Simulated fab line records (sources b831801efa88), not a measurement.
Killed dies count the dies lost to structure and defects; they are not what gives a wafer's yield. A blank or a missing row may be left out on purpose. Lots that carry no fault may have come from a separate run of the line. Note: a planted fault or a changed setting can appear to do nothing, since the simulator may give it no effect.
Which tool is to blame? / flow gf180mcu / 18 wafers from 6 lots sampled at 3 of the route's 602 steps

WHAT THE GAUGES SHOWED, per wafer
GF_V5_THK_MEAS_01.
lot=L545; measured=day 26 23:43; on=film metro-03; V5_CVD_00_THK (nm)=301 298 297
lot=L549; measured=day 28 02:59; on=film metro-03; V5_CVD_00_THK (nm)=297 300 297
lot=L558; measured=day 30 15:32; on=film metro-01; V5_CVD_00_THK (nm)=300 304 304
lot=L561; measured=day 31 13:39; on=film metro-01; V5_CVD_00_THK (nm)=299 304 297
lot=L565; measured=day 32 06:28; on=film metro-03; V5_CVD_00_THK (nm)=301 302 303
lot=L567; measured=day 32 10:50; on=film metro-01; V5_CVD_00_THK (nm)=297 300 300

WHICH TOOL RAN EACH LOT (tool, then ch and the chambers of the sampled wafers, then the start)
lot=L545; GF_M3_METAL_ETCH_16=rie metal-01 ch 0,1, day 22 03:26; GF_M5_STRIP_11=plasma asher-02 ch 0,1, day 26 23:04
lot=L549; GF_M3_METAL_ETCH_16=rie metal-01 ch 0, day 23 10:26; GF_M5_STRIP_11=plasma asher-03 ch 0,1, day 28 02:25
lot=L558; GF_M3_METAL_ETCH_16=rie metal-03 ch 0, day 26 05:42; GF_M5_STRIP_11=plasma asher-04 ch 0,1, day 30 14:55
lot=L561; GF_M3_METAL_ETCH_16=rie metal-03 ch 0,1, day 27 07:56; GF_M5_STRIP_11=plasma asher-02 ch 0,1, day 31 13:04
lot=L565; GF_M3_METAL_ETCH_16=rie metal-01 ch 0,1, day 28 03:11; GF_M5_STRIP_11=plasma asher-02 ch 0,1, day 32 05:50
lot=L567; GF_M3_METAL_ETCH_16=rie metal-01 ch 0,1, day 28 08:18; GF_M5_STRIP_11=plasma asher-02 ch 0,1, day 32 10:14
- GF_M3_METAL_ETCH_16: etches the open film in Cl2/BCl3, stops on SiO2, target depth 750.8 nm, time 125.1 s.
- GF_M5_STRIP_11: strips in O2/N2.

THE ANSWER, worked out from the rows above alone
Rule: what is usual is taken from the lots themselves. Put in order of their means at a reading, lots are off if they are a third of the lots or fewer, leave a main group of 4 or more, and stand apart from it by a gap of 3 or more times the standard deviation of the main group's means; of several such gaps the widest counts. If all means in a main group match to the digits the tables above print for the reading, that group is not used. Also off: a lot with no number at a reading for which 4 or more lots have one. Where the step has rows for the other lots, those lots are counted as sound.
No lot is off at any reading shown: from this, nothing can be told.

WHAT WAS PUT IN BY THE SIMULATOR
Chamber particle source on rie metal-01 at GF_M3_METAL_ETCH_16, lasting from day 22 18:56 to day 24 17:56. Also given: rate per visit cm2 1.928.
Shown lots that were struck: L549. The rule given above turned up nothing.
